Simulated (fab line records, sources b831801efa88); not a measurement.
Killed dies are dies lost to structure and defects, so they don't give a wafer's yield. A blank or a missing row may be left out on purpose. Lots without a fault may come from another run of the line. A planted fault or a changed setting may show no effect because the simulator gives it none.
Which tool did it? | flow sky130 | 11 lots, 33 wafers sampled, at 3 steps of a route of 708

WHAT THE GAUGES READ, wafer by wafer
SKY_RES_XHIGH_TW_MEAS_09.
lot  | measured     | on            | RES_XHIGH_TW
L241 | day 26 23:17 | film_metro-02 | 1643 1644 1644
L243 | day 28 17:15 | film_metro-04 | 1686 1681 1686
L244 | day 28 18:52 | film_metro-04 | 1682 1691 1680
L245 | day 28 18:14 | film_metro-01 | 1656 1646 1652
L247 | day 29 04:10 | film_metro-01 | 1648 1651 1655
L249 | day 30 12:22 | film_metro-02 | 1643 1654 1642
L251 | day 30 18:58 | film_metro-01 | 2017 2018 2024
L252 | day 30 23:29 | film_metro-04 | 2044 2041 2049
L259 | day 33 05:35 | film_metro-01 | 1662 1647 1660
L260 | day 33 13:10 | film_metro-02 | 1648 1652 1644
L261 | day 33 15:41 | film_metro-01 | 1656 1656 1664

WHICH TOOL RAN EACH LOT (tool, then ch and the chambers of the sampled wafers, then the start)
lot  | SKY_RES_XHIGH_IMPLANT_07        | SKY_RES_XHIGH_STRIP_08
L241 | implanter-04 ch 0, day 26 23:04 | plasma_asher-04 ch 0,1, day 26 23:11
L243 | implanter-03 ch 0, day 28 17:02 | plasma_asher-03 ch 0,1, day 28 17:09
L244 | implanter-04 ch 0, day 28 18:37 | plasma_asher-04 ch 0,1, day 28 18:46
L245 | implanter-02 ch 0, day 28 17:59 | plasma_asher-03 ch 0,1, day 28 18:07
L247 | implanter-04 ch 0, day 29 03:55 | plasma_asher-04 ch 0,1, day 29 04:04
L249 | implanter-03 ch 0, day 30 12:07 | plasma_asher-01 ch 0,1, day 30 12:16
L251 | implanter-02 ch 0, day 30 18:25 | plasma_asher-03 ch 0,1, day 30 18:51
L252 | implanter-03 ch 0, day 30 22:55 | plasma_asher-01 ch 0,1, day 30 23:23
L259 | implanter-03 ch 0, day 33 05:22 | plasma_asher-03 ch 0,1, day 33 05:29
L260 | implanter-03 ch 0, day 33 12:55 | plasma_asher-01 ch 0,1, day 33 13:04
L261 | implanter-04 ch 0, day 33 15:26 | plasma_asher-04 ch 0,1, day 33 15:35
- SKY_RES_XHIGH_IMPLANT_07
- SKY_RES_XHIGH_STRIP_08: strips in O2/N2.

THE ANSWER, worked out from the rows above alone
Rule: what is usual is taken from the lots themselves. Put in order of their means at a reading, lots are off if they are a third of the lots or fewer, leave a main group of 4 or more, and stand apart from it by a gap of 3 or more times the standard deviation of the main group's means; of several such gaps the widest counts. A main group whose means are all the same, to the digits that the tables above print for the reading, isn't used. A lot without any number at a reading at which 4 lots or more have one is off too. The other lots that the step has rows for count as sound.
Off: L251, L252, at SKY_RES_XHIGH_TW_MEAS_09 (RES_XHIGH_TW). The main group: mean 1658, standard deviation 15.
A tool fits if, at a process step before that reading, it ran every lot that is off, and no sound lot after the first of them. The gauges at SKY_RES_XHIGH_TW_MEAS_09 are tried like those tools. None of those tried fits.

WHAT THE SIMULATOR HAD PUT IN
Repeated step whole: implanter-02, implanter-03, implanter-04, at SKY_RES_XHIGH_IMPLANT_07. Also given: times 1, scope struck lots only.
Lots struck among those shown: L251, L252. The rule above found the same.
